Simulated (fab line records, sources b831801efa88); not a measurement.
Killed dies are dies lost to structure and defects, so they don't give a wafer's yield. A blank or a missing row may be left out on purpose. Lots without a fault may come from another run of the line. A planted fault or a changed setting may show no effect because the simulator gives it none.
Split-lot experiment | flow sfq_line | 5 lots, 23 wafers read, on a route of 325 steps

THE SPLIT
At SFQ_TRILAYER_C5_LITHO_EXPOSE_152 (exposes mask C5, target cd 500 nm), the setting dose_mj was moved away from the recipe's 21.3 on 10 of the 23 wafers read, by -6.9% to +5.4%. The other wafers ran this setting at the recipe's value.

FROM THE SPLIT TO THE READING: what the file shows between them, 2 steps
- SFQ_TRILAYER_C5_LITHO_PEB_154: peb time 60 s
- SFQ_TRILAYER_C5_LITHO_DEVELOP_153: time 60 s

THE READING
C5.cd_nm (the simulator's own value, which no gauge read), in nm, at SFQ_TRILAYER_C5_BARC_OPEN_VIA_ETCH_210 (etches BARC in O2, target depth 125 nm, time 41.7 s). The file gives no usual value for it. The 13 wafers here that ran the recipe average 499.8 nm, standard deviation 0.82 nm.

wafer  | tool, chamber at the split | dose_mj as run | against the recipe | C5.cd_nm, nm | against lot-mates on the recipe
L076.2 | krf_scanner-02, 0          | 20.03          | -6.0%              | 489.7        | -9.6
L076.3 | krf_scanner-02, 0          | 21.3           | recipe             | 499.3        | -
L076.4 | krf_scanner-02, 0          | 21.3           | recipe             | 498.6        | -
L076.5 | krf_scanner-02, 0          | 20.03          | -6.0%              | 489.8        | -9.5
L076.6 | krf_scanner-02, 0          | 21.3           | recipe             | 500.1        | -
L077.1 | krf_scanner-02, 0          | 21.3           | recipe             | 499.5        | -
L077.2 | krf_scanner-02, 0          | 21.3           | recipe             | 500.1        | -
L077.3 | krf_scanner-02, 0          | 20.13          | -5.5%              | 490.5        | -9.2
L077.4 | krf_scanner-02, 0          | 21.3           | recipe             | 499.4        | -
L077.6 | krf_scanner-02, 0          | 20.13          | -5.5%              | 490.7        | -9.0
L079.2 | krf_scanner-02, 0          | 21.3           | recipe             | 499.4        | -
L079.4 | krf_scanner-02, 0          | 21.3           | recipe             | 500          | -
L079.6 | krf_scanner-02, 0          | 21.3           | recipe             | 501.2        | -
L082.1 | krf_scanner-02, 0          | 22.45          | +5.4%              | 508.3        | +9.2
L082.3 | krf_scanner-02, 0          | 22.45          | +5.4%              | 507.5        | +8.4
L082.4 | krf_scanner-02, 0          | 21.3           | recipe             | 499          | -
L082.5 | krf_scanner-02, 0          | 21.3           | recipe             | 499.1        | -
L082.6 | krf_scanner-02, 0          | 22.45          | +5.4%              | 507.2        | +8.1
L084.1 | krf_scanner-02, 0          | 21.3           | recipe             | 499.6        | -
L084.2 | krf_scanner-02, 0          | 21.3           | recipe             | 501.6        | -
L084.3 | krf_scanner-02, 0          | 19.83          | -6.9%              | 487.3        | -13.3
L084.4 | krf_scanner-02, 0          | 19.83          | -6.9%              | 488          | -12.6
L084.5 | krf_scanner-02, 0          | 19.83          | -6.9%              | 490.1        | -10.5

THE FIT
A straight line over all 23 wafers: C5.cd_nm changes by +1.59 nm for each +1% of dose_mj; r = +0.99; the points scatter about the line by 0.85 nm.
The same after taking each lot's own level away (the mean of its wafers on the recipe; 23 wafers): +1.66 nm for each +1%; r = +0.99; scatter 0.75 nm.
On that fit, the largest move of dose_mj shifts the reading by 11 nm.
The lots' own levels span 499.05 to 500.60 nm, that is 1.9 times the standard deviation above.
So the lot-to-lot level changes the slope little: the two slopes agree.
Check: with one of the wafers moved furthest among these (-6.9%) left out of the fit, the line predicts -11.3 nm for it against its lot-mates. It came out at -13.3 nm against them.

THE FILE'S OWN FIT
C5.cd_nm changes by +1.67 nm for each +1% of dose_mj, r = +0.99.
